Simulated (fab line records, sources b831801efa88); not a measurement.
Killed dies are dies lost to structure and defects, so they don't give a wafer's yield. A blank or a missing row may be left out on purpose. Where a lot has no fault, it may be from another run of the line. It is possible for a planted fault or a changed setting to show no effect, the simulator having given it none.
Which tool was responsible? :: flow gf180mcu :: 36 wafers from 12 lots sampled at 6 of the route's 602 steps

## WHAT EACH GAUGE READ, for each wafer
GF_STI_THK_MEAS_24.
lot: L262
measured: day 2 10:31
on: filmMetro-02
STI_CVD_23_THK (nm): 649 643 649

lot: L263
measured: day 2 10:31
on: filmMetro-04
STI_CVD_23_THK (nm): 642 648 639

lot: L264
measured: day 2 18:38
on: filmMetro-03
STI_CVD_23_THK (nm): 656 651 647

lot: L265
measured: day 3 02:39
on: filmMetro-04
STI_CVD_23_THK (nm): 645 646 654

lot: L266
measured: day 3 02:39
on: filmMetro-03
STI_CVD_23_THK (nm): 638 643 648

lot: L268
measured: day 3 12:23
on: filmMetro-03
STI_CVD_23_THK (nm): 644 636 638

lot: L272
measured: day 4 07:32
on: filmMetro-02
STI_CVD_23_THK (nm): 651 412 650 651 412 651

lot: L279
measured: day 6 03:01
on: filmMetro-03
STI_CVD_23_THK (nm): 424 653 421 424 654 421

lot: L281
measured: day 6 09:42
on: filmMetro-02
STI_CVD_23_THK (nm): 659 668 661

lot: L282
measured: day 6 19:31
on: filmMetro-03
STI_CVD_23_THK (nm): 645 634 640

lot: L284
measured: day 7 05:10
on: filmMetro-03
STI_CVD_23_THK (nm): 652 641 644

lot: L285
measured: day 7 13:26
on: filmMetro-03
STI_CVD_23_THK (nm): 641 642 645

GF_MVSD_OVL_MEAS_07.
lot: L262
measured: day 5 00:21
on: overlay-02
MVSD_OVL (nm): 1.0 1.9 2.0

lot: L263
measured: day 4 22:24
on: overlay-02
MVSD_OVL (nm): 1.3 -0.2 2.1

lot: L264
measured: day 5 07:02
on: overlay-02
MVSD_OVL (nm): 0.9 0.5 1.5

lot: L265
measured: day 5 10:35
on: overlay-02
MVSD_OVL (nm): 3.1 3.4 2.8

lot: L266
measured: day 5 10:13
on: overlay-02
MVSD_OVL (nm): -0.5 2.0 1.6

lot: L268
measured: day 5 22:35
on: overlay-01
MVSD_OVL (nm): 2.8 1.9 2.3

lot: L272
measured: day 6 18:13
on: overlay-01
MVSD_OVL (nm): -0.7 0.5

lot: L279
measured: day 9 00:58
on: overlay-01
MVSD_OVL (nm): 3.0

lot: L281
measured: day 9 11:06
on: overlay-01
MVSD_OVL (nm): 1.3 1.2 0.8

lot: L282
measured: day 9 21:41
on: overlay-01
MVSD_OVL (nm): 2.7 1.3 2.2

lot: L284
measured: day 10 11:45
on: overlay-01
MVSD_OVL (nm): 2.4 2.4 0.7

lot: L285
measured: day 10 14:04
on: overlay-02
MVSD_OVL (nm): 0.2 0.7 1.2

GF_MVPSD_OVL_MEAS_07.
lot: L262
measured: day 5 14:59
on: overlay-01
MVPSD_OVL (nm): -1.3 -2.1 0.7

lot: L263
measured: day 5 12:46
on: overlay-02
MVPSD_OVL (nm): -0.2 2.8 3.2

lot: L264
measured: day 5 20:54
on: overlay-01
MVPSD_OVL (nm): -2.1 -0.2 -0.3

lot: L265
measured: day 6 00:18
on: overlay-01
MVPSD_OVL (nm): 0.6 1.2 1.4

lot: L266
measured: day 6 00:13
on: overlay-02
MVPSD_OVL (nm): 3.2 3.0 3.8

lot: L268
measured: day 6 12:31
on: overlay-02
MVPSD_OVL (nm): 0.9 0.0 2.5

lot: L272
measured: day 7 09:19
on: overlay-01
MVPSD_OVL (nm): -1.2 -0.8

lot: L279
measured: day 9 18:25
on: overlay-01
MVPSD_OVL (nm): -0.9

lot: L281
measured: day 10 05:04
on: overlay-01
MVPSD_OVL (nm): -1.8 -3.1 -2.3

lot: L282
measured: day 10 15:28
on: overlay-02
MVPSD_OVL (nm): -0.8 0.8 -0.9

lot: L284
measured: day 11 05:56
on: overlay-02
MVPSD_OVL (nm): 0.9 0.6 -0.7

lot: L285
measured: day 11 08:47
on: overlay-02
MVPSD_OVL (nm): -0.8 2.1 1.2

## WHAT TOOL EACH LOT RAN ON (gives the tool, then ch and the chambers of the sampled wafers, and finally the start)
lot: L262
GF_STI_CVD_23: hdpcvd-01 ch 0,1, day 2 10:24
GF_STI_CMP_25: cmp-02 ch 1,2, day 2 10:57
GF_MVSD_STRIP_10: plasmaAsher-02 ch 0,1, day 5 00:41

lot: L263
GF_STI_CVD_23: hdpcvd-02 ch 0,1,2, day 2 10:26
GF_STI_CMP_25: cmp-02 ch 1,2, day 2 10:39
GF_MVSD_STRIP_10: plasmaAsher-04 ch 0,1, day 4 22:45

lot: L264
GF_STI_CVD_23: hdpcvd-02 ch 0,2, day 2 18:34
GF_STI_CMP_25: cmp-01 ch 0,1,2, day 2 18:42
GF_MVSD_STRIP_10: plasmaAsher-03 ch 0,1, day 5 07:22

lot: L265
GF_STI_CVD_23: hdpcvd-02 ch 0,2, day 3 02:34
GF_STI_CMP_25: cmp-02 ch 0,1,3, day 3 02:52
GF_MVSD_STRIP_10: plasmaAsher-04 ch 0,1, day 5 10:55

lot: L266
GF_STI_CVD_23: hdpcvd-01 ch 0,1, day 3 02:34
GF_STI_CMP_25: cmp-01 ch 0,2,3, day 3 02:43
GF_MVSD_STRIP_10: plasmaAsher-02 ch 0,1, day 5 10:33

lot: L268
GF_STI_CVD_23: hdpcvd-01 ch 0,2, day 3 12:18
GF_STI_CMP_25: cmp-02 ch 0,1,2, day 3 12:26
GF_MVSD_STRIP_10: plasmaAsher-03 ch 1, day 5 22:55

lot: L272
GF_STI_CVD_23: hdpcvd-02 ch 0,1, day 4 07:26
GF_STI_CMP_25: cmp-02 ch 0,1, day 4 18:15
GF_MVSD_STRIP_10: plasmaAsher-04 ch 0,1, day 6 18:32

lot: L279
GF_STI_CVD_23: hdpcvd-02 ch 0,1,2, day 6 02:55
GF_STI_CMP_25: cmp-02 ch 0,1, day 6 09:29
GF_MVSD_STRIP_10: plasmaAsher-04 ch 0, day 9 01:21

lot: L281
GF_STI_CVD_23: hdpcvd-01 ch 1,2, day 6 09:37
GF_STI_CMP_25: cmp-01 ch 0,1,2, day 6 09:46
GF_MVSD_STRIP_10: plasmaAsher-03 ch 0,1, day 9 11:26

lot: L282
GF_STI_CVD_23: hdpcvd-01 ch 0,1, day 6 19:26
GF_STI_CMP_25: cmp-02 ch 0,1,3, day 6 19:43
GF_MVSD_STRIP_10: plasmaAsher-02 ch 0,1, day 9 22:01

lot: L284
GF_STI_CVD_23: hdpcvd-01 ch 1,2, day 7 05:06
GF_STI_CMP_25: cmp-02 ch 0,2,3, day 7 05:15
GF_MVSD_STRIP_10: plasmaAsher-03 ch 0,1, day 10 12:05

lot: L285
GF_STI_CVD_23: hdpcvd-01 ch 0,1,2, day 7 13:22
GF_STI_CMP_25: cmp-02 ch 1,2,3, day 7 13:30
GF_MVSD_STRIP_10: plasmaAsher-04 ch 0,1, day 10 14:23
- GF_STI_CVD_23: deposits SiO2, target thk 650 nm, time 108.3 s.
- GF_STI_CMP_25: polishes, stops on Si3N4, t overpolish 33 s, target thk 524.6 nm.
- GF_MVSD_STRIP_10: strips in O2/N2.

## WHAT THE TOOLS THEMSELVES READ (means of the sampled wafers that have a number; where no wafer has one, the mark that the record gives instead)
GF_STI_CMP_25.
lot: L262
tool: cmp-02
motorCurrentA (A): 11.5
slurryFlowMlMin: 150.1
timeToEndpointS (s): 119

lot: L263
tool: cmp-02
motorCurrentA (A): 11.6
slurryFlowMlMin: 149.4
timeToEndpointS (s): 122

lot: L264
tool: cmp-01
motorCurrentA (A): 11.9
slurryFlowMlMin: 150.0
timeToEndpointS (s): 120

lot: L265
tool: cmp-02
motorCurrentA (A): 12.2
slurryFlowMlMin: 150.2
timeToEndpointS (s): 123

lot: L266
tool: cmp-01
motorCurrentA (A): 11.0
slurryFlowMlMin: 149.9
timeToEndpointS (s): 118

lot: L268
tool: cmp-02
motorCurrentA (A): 11.4
slurryFlowMlMin: 149.9
timeToEndpointS (s): 123

lot: L272
tool: cmp-02
motorCurrentA (A): 11.8
slurryFlowMlMin: 150.4
timeToEndpointS (s): 106

lot: L279
tool: cmp-02
motorCurrentA (A): 11.6
slurryFlowMlMin: 150.0
timeToEndpointS (s): 98

lot: L281
tool: cmp-01
motorCurrentA (A): 11.7
slurryFlowMlMin: 150.2
timeToEndpointS (s): 117

lot: L282
tool: cmp-02
motorCurrentA (A): 12.1
slurryFlowMlMin: 150.5
timeToEndpointS (s): 126

lot: L284
tool: cmp-02
motorCurrentA (A): 11.5
slurryFlowMlMin: 150.2
timeToEndpointS (s): 123

lot: L285
tool: cmp-02
motorCurrentA (A): 11.5
slurryFlowMlMin: 149.6
timeToEndpointS (s): 122

GF_MVSD_STRIP_10.
lot: L262
tool: plasmaAsher-02
drypumpMotorCurrentA (A): 5.4
heaterPowerW (W): 318
oesProductAu (a.u.): 0.724
stripTimeToEndpointS (s): 36.92

lot: L263
tool: plasmaAsher-04
drypumpMotorCurrentA (A): 5.7
heaterPowerW (W): 370
oesProductAu (a.u.): 0.717
stripTimeToEndpointS (s): 36.99

lot: L264
tool: plasmaAsher-03
drypumpMotorCurrentA (A): 6.1
heaterPowerW (W): 310
oesProductAu (a.u.): 0.726
stripTimeToEndpointS (s): 37.01

lot: L265
tool: plasmaAsher-04
drypumpMotorCurrentA (A): 5.6
heaterPowerW (W): 337
oesProductAu (a.u.): 0.722
stripTimeToEndpointS (s): 36.91

lot: L266
tool: plasmaAsher-02
drypumpMotorCurrentA (A): 5.4
heaterPowerW (W): 320
oesProductAu (a.u.): 0.722
stripTimeToEndpointS (s): 36.96

lot: L268
tool: plasmaAsher-03
drypumpMotorCurrentA (A): 6.6
heaterPowerW (W): 307
oesProductAu (a.u.): 0.722
stripTimeToEndpointS (s): 36.99

lot: L272
tool: plasmaAsher-04
drypumpMotorCurrentA (A): 5.7
heaterPowerW (W): 357
oesProductAu (a.u.): 0.720
stripTimeToEndpointS (s): 36.91

lot: L279
tool: plasmaAsher-04
drypumpMotorCurrentA (A): 5.7
heaterPowerW (W): 310
oesProductAu (a.u.): 0.711
stripTimeToEndpointS (s): 37.01

lot: L281
tool: plasmaAsher-03
drypumpMotorCurrentA (A): 6.4
heaterPowerW (W): 307
oesProductAu (a.u.): 0.725
stripTimeToEndpointS (s): 37.01

lot: L282
tool: plasmaAsher-02
drypumpMotorCurrentA (A): 5.4
heaterPowerW (W): 322
oesProductAu (a.u.): 0.724
stripTimeToEndpointS (s): 36.95

lot: L284
tool: plasmaAsher-03
drypumpMotorCurrentA (A): 6.3
heaterPowerW (W): 311
oesProductAu (a.u.): 0.721
stripTimeToEndpointS (s): 37.14

lot: L285
tool: plasmaAsher-04
drypumpMotorCurrentA (A): 5.7
heaterPowerW (W): 369
oesProductAu (a.u.): 0.720
stripTimeToEndpointS (s): 37.11

## THE ANSWER, worked out from the rows above alone
Rule: usual is defined by the lots themselves. The widest of any qualifying gaps counts: lots, ordered by their means at a reading, are off when they make up no more than a third of the lots, leave a main group of 4 or more, and stand apart from it by 3 or more times the standard deviation of that group's means. A main group is skipped when, at the precision printed for the reading in the tables above, its means are all equal. A lot without any number at a reading at which 4 lots or more have one is off too. The other lots that the step has rows for count as sound. The gauges are gone through in route order, then the tools' own readings, and for those a lot's mean is taken as printed above. At the first step where some lot is off, the reading lying furthest off is the one used; lots without a number count as furthest.
Off: L272, L279, at GF_STI_THK_MEAS_24 (STI_CVD_23_THK). Mean 646 nm and standard deviation 6.5 in the main group.
If a tool, at a process step before that reading, ran all the lots that are off and no sound lot after the first of them, it fits. The gauges at GF_STI_THK_MEAS_24 aren't tried: what is off there is off at GF_STI_CMP_25 too, on other tools, and a gauge's error can't cause that. One fits: hdpcvd-02 at GF_STI_CVD_23. Its last sound lot is L265 (day 3 02:34), its first lot that is off L272 (day 4 07:26): a fault that began between those two fits.

## WHAT THE SIMULATOR PUT IN
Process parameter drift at GF_STI_CVD_23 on hdpcvd-02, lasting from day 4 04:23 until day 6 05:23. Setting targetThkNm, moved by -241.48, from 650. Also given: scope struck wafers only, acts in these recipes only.
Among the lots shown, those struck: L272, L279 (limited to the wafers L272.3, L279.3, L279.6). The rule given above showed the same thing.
